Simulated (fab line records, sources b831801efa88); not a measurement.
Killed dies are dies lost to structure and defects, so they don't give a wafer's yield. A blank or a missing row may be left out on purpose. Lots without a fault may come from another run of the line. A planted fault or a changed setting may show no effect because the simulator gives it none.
One fault seen from 2 desks | flow gf180mcu | each desk has only its own numbers; what lay behind them comes last

THE TOOL OWNER'S DESK: lpcvd-02
The tool's own readings at GF_HV_LDD_CVD_56 (deposits Si3N4 from DCS/NH3, target thk 90 nm, time 1543 s): means of the sampled wafers that have a number, for each lot that ran on this tool. A lot is out of limits, marked OUT, if its mean lies more than 4 standard deviations from the usual mean; the brackets give that distance.
Columns: A = spike_tc_bottom_C at GF_HV_LDD_CVD_56, usual 792.2 C; B = spike_tc_centre_C at GF_HV_LDD_CVD_56, usual 770.5 C; C = spike_tc_lower_C at GF_HV_LDD_CVD_56, usual 770.6 C; D = spike_tc_top_C at GF_HV_LDD_CVD_56, usual 782.5 C; E = spike_tc_upper_C at GF_HV_LDD_CVD_56, usual 770.1 C; F = susceptor_temp_C at GF_HV_LDD_CVD_56, usual 770.1 C; G = zone_power_bottom_pct at GF_HV_LDD_CVD_56, usual 19.5 %
lot  | first seen here | A                | B                | C                | D                | E                | F               | G
L504 | day 13 01:35    | 790.6            | 767.9            | 769.8            | 782.2            | 770.9            | 770.2           | 21.0
L505 | day 13 08:13    | 795.7            | 772.0            | 771.0            | 784.6            | 769.5            | 769.9           | 19.1
L506 | day 13 19:50    | 790.0            | 768.3            | 770.4            | 781.1            | 770.2            | 770.0           | 21.3
L514 | day 16 12:47    | 789.9            | 768.0            | 769.8            | 782.3            | 772.5            | 770.1           | 21.0
L521 | day 19 05:47    | 780.0 (-5.8) OUT | 758.3 (-7.2) OUT | 761.6 (-8.2) OUT | 773.1 (-6.2) OUT | 761.4 (-7.2) OUT | 760.9 (-31) OUT | 20.8
L523 | day 19 12:20    | 785.4            | 762.6 (-4.6) OUT | 760.6 (-9.1) OUT | 774.9 (-5.0) OUT | 760.0 (-8.4) OUT | 760.9 (-31) OUT | 18.3
This desk's finding: out of limits on L521, L523; first on L521, day 19 05:47 (spike_tc_bottom_C at GF_HV_LDD_CVD_56). In limits: L504, L505, L506, L514.

THE METROLOGY DESK
What the gauges read, lot by lot, whatever tool the lot ran on: means of the sampled wafers that have a number. A lot is out of limits, marked OUT, if its mean lies more than 4 standard deviations from the usual mean; the brackets give that distance.
Columns: A = POLY_GATE_OXIDATION_THK at GF_POLY_GATE_THK_MEAS_17, usual 3.98 nm; B = HV_LDD_CVD_54_THK at GF_HV_LDD_THK_MEAS_55, usual 10.01 nm; C = HV_LDD_CVD_56_THK at GF_HV_LDD_THK_MEAS_57, usual 89.8 nm
lot  | first seen here | A    | B     | C
L503 | day 9 16:21     | 3.93 | 9.99  | 90.5
L504 | day 9 23:16     | 3.85 | 10.08 | 89.8
L505 | day 10 04:32    | 3.83 | 10.33 | 89.7
L506 | day 10 14:12    | 3.90 | 10.09 | 90.2
L508 | day 11 05:34    | 4.08 | 9.83  | 89.2
L510 | day 12 05:49    | 4.10 | 10.11 | 89.8
L514 | day 13 00:41    | 3.95 | 9.90  | 90.8
L519 | day 14 12:29    | 3.96 | 9.86  | 89.7
L520 | day 14 20:46    | 3.94 | 9.91  | 88.9
L521 | day 15 06:47    | 4.03 | 10.08 | 74.9 (-19) OUT
L523 | day 15 14:10    | 3.96 | 10.42 | 74.8 (-19) OUT
This desk's finding: out of limits on L521, L523; first on L521, day 19 07:56 (HV_LDD_CVD_56_THK at GF_HV_LDD_THK_MEAS_57). In limits: L503, L504, L505, L506, L508, L510, L514, L519, L520.

PUT TOGETHER
The tool owner's desk could have raised an alarm at day 19 05:47, on L521, L523.
The metrology desk could have raised an alarm at day 19 07:56, on L521, L523.
Of the lots named, all ran GF_HV_LDD_CVD_56 on lpcvd-02.

WHAT THE SIMULATOR HAD PUT IN
Process parameter drift: lpcvd-02, from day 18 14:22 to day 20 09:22, at GF_HV_LDD_CVD_56. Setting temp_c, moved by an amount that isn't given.
Lots struck among those shown: L521, L523.
Hours from the fault's start to each desk's first reading out of limits: the tool owner's desk, 15; the metrology desk, 18.
